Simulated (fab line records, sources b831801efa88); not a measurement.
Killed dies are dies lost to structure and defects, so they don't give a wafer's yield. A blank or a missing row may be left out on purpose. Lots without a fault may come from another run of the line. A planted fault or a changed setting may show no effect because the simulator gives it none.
Which tool did it? | flow sky130 | 11 lots, 33 wafers sampled, at 5 steps of a route of 708

WHAT THE GAUGES READ, wafer by wafer
SKY_CONTACT_THK_MEAS_03.
lot  | measured     | on            | CONTACT_HDPCVD_THK (nm)
L215 | day 30 18:31 | film_metro-03 | 565 559 563
L216 | day 30 19:58 | film_metro-04 | 559 556 555
L219 | day 32 01:07 | film_metro-03 | 556 567 558
L220 | day 32 03:08 | film_metro-04 | 560 564 561
L222 | day 32 16:28 | film_metro-01 | 557 563 562
L223 | day 33 04:33 | film_metro-03 | 555 556 566
L225 | day 33 07:45 | film_metro-04 | 569 444 566 569 444 566
L226 | day 34 21:10 | film_metro-04 | 453 566 560 454 566 560
L234 | day 36 08:31 | film_metro-03 | 558 553 557
L236 | day 37 04:44 | film_metro-01 | 568 563 565
L238 | day 37 15:04 | film_metro-04 | 561 563 561

WHICH TOOL RAN EACH LOT (tool, then ch and the chambers of the sampled wafers, then the start)
lot  | SKY_LI_CONTACT_SPUTTER_20    | SKY_LOCAL_INTERCONNECT_STRIP_15      | SKY_CONTACT_CVD_00              | SKY_CONTACT_HDPCVD_02
L215 | pvd_sputter-02, day 29 12:36 | plasma_asher-02 ch 0,1, day 30 17:46 | pecvd-02 ch 0,2, day 30 18:20   | hdpcvd-01 ch 0,1,2, day 30 18:26
L216 | pvd_sputter-04, day 29 14:59 | plasma_asher-04 ch 0,1, day 30 19:12 | pecvd-01 ch 1,2, day 30 19:47   | hdpcvd-01 ch 1,2, day 30 19:53
L219 | pvd_sputter-02, day 30 20:50 | plasma_asher-02 ch 0,1, day 32 00:21 | pecvd-02 ch 0,1,2, day 32 00:56 | hdpcvd-02 ch 0,1,2, day 32 01:02
L220 | pvd_sputter-04, day 30 22:01 | plasma_asher-03 ch 0,1, day 32 02:20 | pecvd-01 ch 0,1,2, day 32 02:58 | hdpcvd-02 ch 0,1, day 32 03:04
L222 | pvd_sputter-04, day 31 11:22 | plasma_asher-03 ch 1, day 32 15:42   | pecvd-02 ch 0,1,2, day 32 16:18 | hdpcvd-02 ch 1,2, day 32 16:23
L223 | pvd_sputter-02, day 31 23:34 | plasma_asher-04 ch 0,1, day 33 03:46 | pecvd-01 ch 0,1, day 33 04:22   | hdpcvd-02 ch 0,2, day 33 04:28
L225 | pvd_sputter-04, day 32 03:41 | plasma_asher-03 ch 0,1, day 33 07:00 | pecvd-01 ch 0,1,2, day 33 07:35 | hdpcvd-02 ch 0,1,2, day 33 07:41
L226 | pvd_sputter-03, day 33 16:45 | plasma_asher-04 ch 0,1, day 34 19:53 | pecvd-03 ch 0,2, day 34 20:59   | hdpcvd-02 ch 0,1, day 34 21:06
L234 | pvd_sputter-02, day 35 04:04 | plasma_asher-03 ch 0,1, day 36 07:45 | pecvd-01 ch 0,2, day 36 08:20   | hdpcvd-01 ch 1,2, day 36 08:26
L236 | pvd_sputter-03, day 36 02:29 | plasma_asher-03 ch 0,1, day 37 03:56 | pecvd-02 ch 0,1, day 37 04:34   | hdpcvd-02 ch 0,2, day 37 04:40
L238 | pvd_sputter-02, day 36 11:48 | plasma_asher-04 ch 0,1, day 37 14:18 | pecvd-03 ch 0,1, day 37 14:53   | hdpcvd-02 ch 0,1, day 37 14:59
- SKY_LI_CONTACT_SPUTTER_20: material TiN, target thk 20 nm, time 80 s.
- SKY_LOCAL_INTERCONNECT_STRIP_15: strips in O2/N2.
- SKY_CONTACT_CVD_00: deposits Si3N4, target thk 75 nm.
- SKY_CONTACT_HDPCVD_02: deposits SiO2, target thk 565 nm, time 94.2 s.

WHAT THE TOOLS THEMSELVES READ (means of the sampled wafers that have a number; where no wafer has one, the mark that the record gives instead)
SKY_LI_CONTACT_SPUTTER_20.
lot  | tool           | throttle_valve_pct (%)
L215 | pvd_sputter-02 | 28.9
L216 | pvd_sputter-04 | 29.9
L219 | pvd_sputter-02 | 29.3
L220 | pvd_sputter-04 | 30.2
L222 | pvd_sputter-04 | 30.0
L223 | pvd_sputter-02 | 29.3
L225 | pvd_sputter-04 | 30.0
L226 | pvd_sputter-03 | 29.1
L234 | pvd_sputter-02 | 29.9
L236 | pvd_sputter-03 | 29.7
L238 | pvd_sputter-02 | 29.2

SKY_LOCAL_INTERCONNECT_STRIP_15.
lot  | tool            | drypump_motor_current_A (A) | oes_product_au (a.u.) | strip_time_to_endpoint_s (s)
L215 | plasma_asher-02 | 5.2                         | 0.429                 | 4.760
L216 | plasma_asher-04 | 5.2                         | 0.425                 | 4.747
L219 | plasma_asher-02 | 5.2                         | 0.424                 | 4.756
L220 | plasma_asher-03 | 5.6                         | 0.428                 | 4.729
L222 | plasma_asher-03 | 5.3                         | 0.429                 | 4.755
L223 | plasma_asher-04 | 5.3                         | 0.425                 | 4.728
L225 | plasma_asher-03 | 5.8                         | 0.430                 | 4.734
L226 | plasma_asher-04 | 5.3                         | 0.428                 | 4.739
L234 | plasma_asher-03 | 5.6                         | 0.430                 | 4.723
L236 | plasma_asher-03 | 5.6                         | 0.424                 | 4.694
L238 | plasma_asher-04 | 5.2                         | 0.428                 | 4.708

SKY_CONTACT_CVD_00.
lot  | tool     | heater_power_w (W)
L215 | pecvd-02 | 674
L216 | pecvd-01 | 716
L219 | pecvd-02 | 742
L220 | pecvd-01 | 762
L222 | pecvd-02 | 729
L223 | pecvd-01 | 756
L225 | pecvd-01 | 730
L226 | pecvd-03 | 678
L234 | pecvd-01 | 728
L236 | pecvd-02 | 720
L238 | pecvd-03 | 737

SKY_CONTACT_HDPCVD_02.
lot  | tool      | sih4_flow_sccm (sccm)
L215 | hdpcvd-01 | 60.13
L216 | hdpcvd-01 | 59.96
L219 | hdpcvd-02 | 59.91
L220 | hdpcvd-02 | 60.05
L222 | hdpcvd-02 | 59.87
L223 | hdpcvd-02 | 60.12
L225 | hdpcvd-02 | 55.90
L226 | hdpcvd-02 | 55.91
L234 | hdpcvd-01 | 60.13
L236 | hdpcvd-02 | 60.03
L238 | hdpcvd-02 | 60.15

THE ANSWER, worked out from the rows above alone
Rule: what is usual is taken from the lots themselves. Put in order of their means at a reading, lots are off if they are a third of the lots or fewer, leave a main group of 4 or more, and stand apart from it by a gap of 3 or more times the standard deviation of the main group's means; of several such gaps the widest counts. A main group whose means are all the same, to the digits that the tables above print for the reading, isn't used. A lot without any number at a reading at which 4 lots or more have one is off too. The other lots that the step has rows for count as sound. The gauges are gone through in route order, then the tools' own readings, and for those a lot's mean is taken as printed above. The first step at which some lot is off is used, and at that step the reading that is off furthest; a lot without a number counts as furthest.
Off: L225, L226, at SKY_CONTACT_THK_MEAS_03 (CONTACT_HDPCVD_THK). The main group: mean 560 nm, standard deviation 2.7.
A tool fits if, at a process step before that reading, it ran every lot that is off, and no sound lot after the first of them. The gauges at SKY_CONTACT_THK_MEAS_03 aren't tried: what is off there is off at SKY_CONTACT_HDPCVD_02 too, on other tools, and a gauge's error can't cause that. None of those tried fits.

WHAT THE SIMULATOR HAD PUT IN
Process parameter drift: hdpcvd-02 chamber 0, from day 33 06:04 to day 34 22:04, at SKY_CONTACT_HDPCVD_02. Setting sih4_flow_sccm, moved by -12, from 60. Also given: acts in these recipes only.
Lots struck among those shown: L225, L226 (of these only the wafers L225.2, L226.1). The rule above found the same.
